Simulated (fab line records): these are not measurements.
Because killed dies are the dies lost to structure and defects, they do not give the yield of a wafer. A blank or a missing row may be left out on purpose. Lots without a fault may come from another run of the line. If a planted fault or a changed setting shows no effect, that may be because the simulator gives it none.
Matching of chambers | flow gf180mcu | GF_STI_ETCH_14 on rie si-02: 4 sister chambers
The step etches Si in HBr/Cl2/O2, target depth 360 nm, time 102.9 s. 22 wafers are shown with their chamber, then 11 later ones without.

== WAFERS WITH THEIR CHAMBER ==
wafer  | chamber | drypump motor current A (A) | oes product au (a.u.) | mfc cl2 sccm (sccm)
L074.2 | 3       | 6.7                         | 1.003                 | 40.02
L074.5 | 3       | 6.7                         | 1.005                 | 40.10
L074.6 | 0       | 5.6                         | 1.002                 | 39.96
L078.1 | 0       | 5.7                         | 0.996                 | 39.87
L078.2 | 1       | 5.8                         | 0.980                 | 39.74
L078.3 | 2       | 6.5                         | 1.009                 | 40.05
L080.1 | 3       | 6.7                         | 0.999                 | 40.04
L080.3 | 2       | 6.5                         | 1.011                 | 39.98
L080.4 | 0       | 5.7                         | 1.007                 | 39.86
L081.1 | 2       | 6.4                         | 1.011                 | 39.89
L081.4 | 3       | 6.7                         | 1.006                 | 40.00
L081.6 | 2       | 6.5                         | 0.997                 | 39.92
L082.3 | 0       | 5.7                         | 0.993                 | 39.95
L082.4 | 3       | 6.7                         | 0.992                 | 40.22
L082.5 | 1       | 5.8                         | 1.002                 | 39.99
L086.1 | 1       | 5.8                         | 0.987                 | 40.13
L086.2 | 3       | 6.7                         | 1.006                 | 40.00
L086.6 | 2       | 6.5                         | 1.013                 | 39.97
L087.3 | 1       | 5.8                         | 0.989                 | 40.00
L087.4 | 3       | 6.7                         | 1.015                 | 40.14
L087.5 | 2       | 6.5                         | 1.011                 | 39.87
L092.3 | 0       | 5.7                         | 1.005                 | 40.09

SIGNATURES (averages over the wafers above)
reading                 | chamber 0 | chamber 1 | chamber 2 | chamber 3 | scatter within a chamber
drypump motor current A | 5.680     | 5.800     | 6.483     | 6.700     | 0.0301
oes product au          | 1.00060   | 0.98950   | 1.00867   | 1.00371   | 0.00693
mfc cl2 sccm            | 39.9460   | 39.9650   | 39.9467   | 40.0743   | 0.0993
Rule: distance of a wafer from a chamber = root of the sum over the readings of ((wafer's reading minus chamber's mean) / reading's scatter) squared. The wafer belongs to the nearest chamber; if the next one is less than 2 further off, it can't be placed. The scatter: take each reading less its chamber's mean, square it, sum over the shown wafers, divide by the number of wafers less the number of chambers, and take the root.

== WAFERS MISSING THEIR CHAMBER ==
wafer  | drypump motor current A (A) | oes product au (a.u.) | mfc cl2 sccm (sccm)
L092.5 | 5.8                         | 1.004                 | 39.99
L092.6 | 6.5                         | 1.006                 | 39.94
L093.1 | 6.5                         | 1.025                 | 40.07
L093.2 | 5.8                         | 0.994                 | 40.14
L093.5 | 5.7                         | 1.019                 | 40.15
L094.2 | 6.5                         | 1.006                 | 39.84
L094.3 | 5.6                         | 1.005                 | 40.03
L094.6 | 5.6                         | 1.011                 | 39.98
L095.2 | 6.5                         | 1.010                 | 39.93
L095.4 | 6.7                         | 1.004                 | 39.94
L095.5 | 6.7                         | 1.001                 | 39.98

== EACH ONE'S CHAMBER ==
wafer  | from the rows above     | in truth
L092.5 | can't be placed: 1 or 0 | 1
L092.6 | 2                       | 2
L093.1 | 2                       | 2
L093.2 | 1                       | 1
L093.5 | 0                       | 0
L094.2 | 2                       | 2
L094.3 | 0                       | 0
L094.6 | 0                       | 0
L095.2 | 2                       | 2
L095.4 | 3                       | 3
L095.5 | 3                       | 3
Placed correctly: 10 of 11. Not placeable from these rows: 1 (in 1, the candidates include the true chamber). Wrongly placed: 0.
